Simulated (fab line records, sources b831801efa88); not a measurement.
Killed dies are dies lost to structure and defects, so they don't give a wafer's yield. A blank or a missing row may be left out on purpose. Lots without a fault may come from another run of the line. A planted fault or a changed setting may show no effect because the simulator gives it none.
A struck lot beside a sound one | flow gf180mcu | 17 steps out of a route of 602
Sound: wafers L113.4, L113.5, L113.6. Struck: wafers L119.2, L119.4. (L119.5 of the same lot was not struck and is left out.) The cause comes at the end.
At each step with rows: each side's tool, then ch and its chambers, then its first start. Under that, the readings that differ: sound wafers | struck wafers | difference of the means | sigmas: that difference in standard deviations of wafers without a fault.
alike: readings whose means differ by less than 2 such deviations, and words and numbers that are the same on both sides. not compared: withheld readings, readings that some wafer has no value for, bounds like >300 that may hide the same value, and numbers for which the record gives no deviation and whose values overlap.
The two part at a step that has a row with sigmas, a row that says differs or no value, or rows on one side only. Numbers that don't overlap but have no deviation are shown without sigmas and don't part them. A reading that every wafer of one side lacks parts them only if that side has two wafers or more.

first, 3 steps without rows for these wafers: GF_V1_EXPOSE_11 (exposes mask Via1, target cd 260 nm); GF_V1_PEB_12 (peb time 90 s); GF_V1_DEVELOP_13 (develop time 60 s).
GF_V1_CD_MEAS_14: target cd 260 nm.
  sound on cd_sem-01, day 19 13:19; struck on cd_sem-02, day 21 14:36
  alike: cd_nm
GF_V1_OVL_MEAS_15:
  sound on overlay-01, day 19 13:24; struck on overlay-01, day 21 14:44
  alike: V1_OVL
GF_V1_ETCH_16: etches BARC in N2/H2.
  sound on rie_diel-02 ch 1,2,3, day 19 13:25; struck on rie_diel-02 ch 0,1, day 21 14:46
  alike: drypump_motor_current_A, oes_product_au, throttle_valve_pct
then, 1 step without rows for these wafers: GF_V1_ETCH_17 (etches SiO2 in C4F8/O2/Ar, stops on TiN, target depth 630 nm).
GF_V1_STRIP_18: strips in O2/N2.
  sound on plasma_asher-02 ch 0,1, day 19 13:35; struck on plasma_asher-03 ch 0, day 21 14:56
  reading            | sound       | struck  | difference | sigmas
  heater_power_w (W) | 303 285 308 | 361 361 | +62        | +2
  alike: drypump_motor_current_A, o2_flow_sccm, oes_product_au
  not compared: rf_hours_counter_h
then, 2 steps without rows for these wafers: GF_V1_STRIP_19 (strips in post etch residue remover, time 1200 s); GF_V1_CLEAN_20 (cleans in DIW).
GF_V1_SPUTTER_21: material Ti, target thk 15 nm, time 80.02 s.
  sound on pvd_sputter-04, day 19 14:05; struck on pvd_sputter-02, day 21 15:29
  alike: throttle_valve_pct
GF_V1_SPUTTER_22: material TiN, target thk 10 nm, time 40 s.
  sound on pvd_sputter-04, day 19 14:08; struck on pvd_sputter-02, day 21 15:32
  alike: throttle_valve_pct
GF_V1_CVD_23: deposits W, target thk 350 nm, time 105.05 s.
  sound on cvd_w-02 ch 0,1, day 19 14:13; struck on cvd_w-01 ch 0, day 21 15:35
  alike: heater_power_w
  not compared: since_wet_clean_h
GF_V1_RS_MEAS_24: measures by four-point-probe.
  sound on film_metro-04, day 19 14:21; struck on film_metro-02, day 21 15:43
  reading          | sound             | struck      | difference | sigmas
  V1_W_RS (ohm/sq) | 0.327 0.322 0.329 | 0.422 0.419 | +0.094     | +26
GF_V1_THK_MEAS_25: measures by xrf.
  sound on film_metro-04, day 19 14:26; struck on film_metro-02, day 21 15:49
  reading       | sound       | struck  | difference | sigmas
  V1_W_THK (nm) | 351 358 351 | 300 301 | -53        | -7
GF_V1_CMP_26: polishes, stops on SiO2, t overpolish 15 s, target thk 0 nm.
  sound on cmp-02 ch 0,1,3, day 19 14:34; struck on cmp-02 ch 1,2, day 21 15:52
  alike: motor_current_A, overpolish_run_s, retaining_ring_pressure_frac, time_to_endpoint_s
-- the record jumps here: 10 days lie between the struck wafers' starts before and after (it left off in module V1 and takes up again in module PASSIVATION, whose first step shown is number 602 of the route) --
GF_PASSIVATION_PROBE_99:
  the record has rows for the struck wafers here (prober-01, day 31 17:11) and none for the sound ones

WHERE THEY PART
First at GF_V1_STRIP_18; last, within this record, at GF_PASSIVATION_PROBE_99.

WHY: what the simulator had put in
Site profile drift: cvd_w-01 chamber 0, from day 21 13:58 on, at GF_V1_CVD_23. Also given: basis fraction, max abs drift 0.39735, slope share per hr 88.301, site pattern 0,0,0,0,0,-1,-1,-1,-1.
